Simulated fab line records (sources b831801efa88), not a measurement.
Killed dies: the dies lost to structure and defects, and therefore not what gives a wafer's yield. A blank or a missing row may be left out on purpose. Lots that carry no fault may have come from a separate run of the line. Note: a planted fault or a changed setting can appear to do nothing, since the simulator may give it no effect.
Comparing a struck lot with a sound one :: flow sfq-line :: 19 out of 325 route steps
Sound: wafers L421.2, L421.4, L421.5. Struck: wafers L411.2, L411.6 (left out: L411.3, a lot-mate that was not struck); the cause follows at the end.
For every step that has rows: the tool of each side, followed by ch and its chambers, followed by its first start. Under that, the readings that differ: sound wafers :: struck wafers :: difference of the means :: sigmas: that difference in standard deviations of wafers without a fault.
alike: a reading whose means differ by less than 2 such deviations, as well as words and numbers matching on both sides. not compared: withheld readings; readings where some wafer has no value; bounds like >300 that might hide an equal value; numbers whose values overlap and for which the record gives no deviation.
A row with sigmas, a row that says differs or no value, or rows on one side alone: a step with any of these is where the two part. When numbers do not overlap yet have no deviation, they are printed without sigmas and do not part them. A reading missing from all wafers of one side parts the sides only when that side holds two or more wafers.

SFQ_M1_OVL_MEAS_911:
  sound on overlay-02, day 18 16:08; struck on overlay-01, day 15 10:35
  alike: M1_OVL
SFQ_TRILAYER_M1_BARC_OPEN_METAL_ETCH_054: etches BARC in O2, target depth 125 nm, time 41.7 s.
  sound on rie-metal-04 ch 0,1, day 18 16:10; struck on rie-metal-03 ch 1, day 15 10:37
reading: drypump-motor-current-A (A)
sound: 6.08 5.83 5.85
struck: 6.58 6.59
difference: +0.67
sigmas: +2
  alike: oes-product-au, rf-fwd-power-W
  not compared: rf-hours-counter-h
then, 1 step without rows for these wafers: SFQ_TRILAYER_M1_ETCH_METAL_ETCH_042 (etches Nb in Cl2/Ar, stops on SiO2, target depth 240 nm, time 120 s).
SFQ_TRILAYER_M1_STRIP_STRIP_043: strips in O2.
  sound on rie-metal-04 ch 0,1, day 18 16:21; struck on rie-metal-03 ch 1, day 15 10:48
reading: drypump-motor-current-A (A)
sound: 6.11 5.82 5.82
struck: 6.58 6.59
difference: +0.67
sigmas: +2
  alike: oes-product-au
  not compared: rf-hours-counter-h
then, 1 step without rows for these wafers: SFQ_TRILAYER_M1_STRIP_SOLV_CLEAN_044 (cleans in NMP, time 600 s).
SFQ_TRILAYER_I1_DEP_PECVD_045: deposits SiO2 from SiH4/N2O, time 111.11 s, target thk 500 nm.
  sound on pecvd-03 ch 0,1,2, day 18 17:08; struck on pecvd-04 ch 0,1, day 15 11:35
  alike: heater-power-w, rf-fwd-power-W, throttle-valve-pct
then, 1 step without rows for these wafers: SFQ_TRILAYER_I1_CMP_CMP_046 (polishes SiO2).
SFQ_I1_BOW_MEAS_912:
  sound on film-metro-02, day 18 21:49; struck on film-metro-02, day 15 20:07
  alike: I1_BOW
SFQ_TRILAYER_I1_METRO_MEASURE_047:
  sound on film-metro-02, day 18 22:07; struck on film-metro-02, day 15 20:25
  alike: thk-nm
then, 3 steps without rows for these wafers: SFQ_TRILAYER_I1_VIA_LITHO_COAT_054 (resist thk 62 nm); SFQ_TRILAYER_I1_VIA_LITHO_COAT_049 (resist thk 650 nm); SFQ_TRILAYER_I1_VIA_LITHO_SOFTBAKE_053.
-- the record jumps here: 4 days lie between the struck wafers' starts before and after --
SFQ_TRILAYER_I1_VIA_LITHO_EXPOSE_050: exposes mask I1, target cd 500 nm.
  sound on krf-scanner-01 ch 0, day 22 18:03; struck on krf-scanner-01 ch 0, day 19 09:33
  alike: mask
then, 2 steps without rows for these wafers: SFQ_TRILAYER_I1_VIA_LITHO_PEB_052 (peb time 60 s); SFQ_TRILAYER_I1_VIA_LITHO_DEVELOP_051 (time 60 s).
SFQ_I1_OVL_MEAS_913:
  sound on overlay-02, day 22 19:22; struck on overlay-01, day 19 10:52
  alike: I1_OVL
SFQ_TRILAYER_I1_VIA_BARC_OPEN_VIA_ETCH_071: etches BARC in O2, target depth 125 nm, time 41.7 s.
  sound on rie-diel-02 ch 0,2,3, day 22 19:23; struck on rie-diel-03 ch 3, day 19 10:53
reading: drypump-motor-current-A (A)
sound: 5.8 6.8 5.6
struck: 4.9 4.9
difference: -1.2
sigmas: -2

reading: model.I1.cd-nm (nm)
sound: 498.8 500.3 501.1
struck: 504.4 504.7
difference: +4.5
sigmas: 
  alike: oes-product-au, rf-fwd-power-W
  not compared: rf-hours-counter-h
SFQ_TRILAYER_I1_VIA_ETCH_VIA_ETCH_052: etches SiO2 in CHF3, stops on Nb, target depth 260 nm.
  sound on rie-diel-02 ch 0,2,3, day 22 19:26; struck on rie-diel-03 ch 3, day 19 10:56
reading: drypump-motor-current-A (A)
sound: 5.8 6.7 5.6
struck: 4.9 4.9
difference: -1.1
sigmas: -2

reading: model.I1.cd-nm (nm)
sound: 496.2 499.5 502.4
struck: 504 505
difference: +5
sigmas: 
  alike: oes-product-au, rf-fwd-power-W
SFQ_TRILAYER_I1_VIA_STRIP_STRIP_053: strips in O2.
  sound on rie-metal-02 ch 1, day 22 19:44; struck on rie-metal-02 ch 0, day 19 11:02
  alike: drypump-motor-current-A, oes-product-au
  not compared: rf-hours-counter-h

WHERE THEY PART
At SFQ_TRILAYER_M1_BARC_OPEN_METAL_ETCH_054 first; at SFQ_TRILAYER_I1_VIA_ETCH_VIA_ETCH_052 last (within this record only). Later steps at which nothing parts them and some readings are alike: SFQ_TRILAYER_I1_VIA_STRIP_STRIP_053.

WHY: what the simulator had put in
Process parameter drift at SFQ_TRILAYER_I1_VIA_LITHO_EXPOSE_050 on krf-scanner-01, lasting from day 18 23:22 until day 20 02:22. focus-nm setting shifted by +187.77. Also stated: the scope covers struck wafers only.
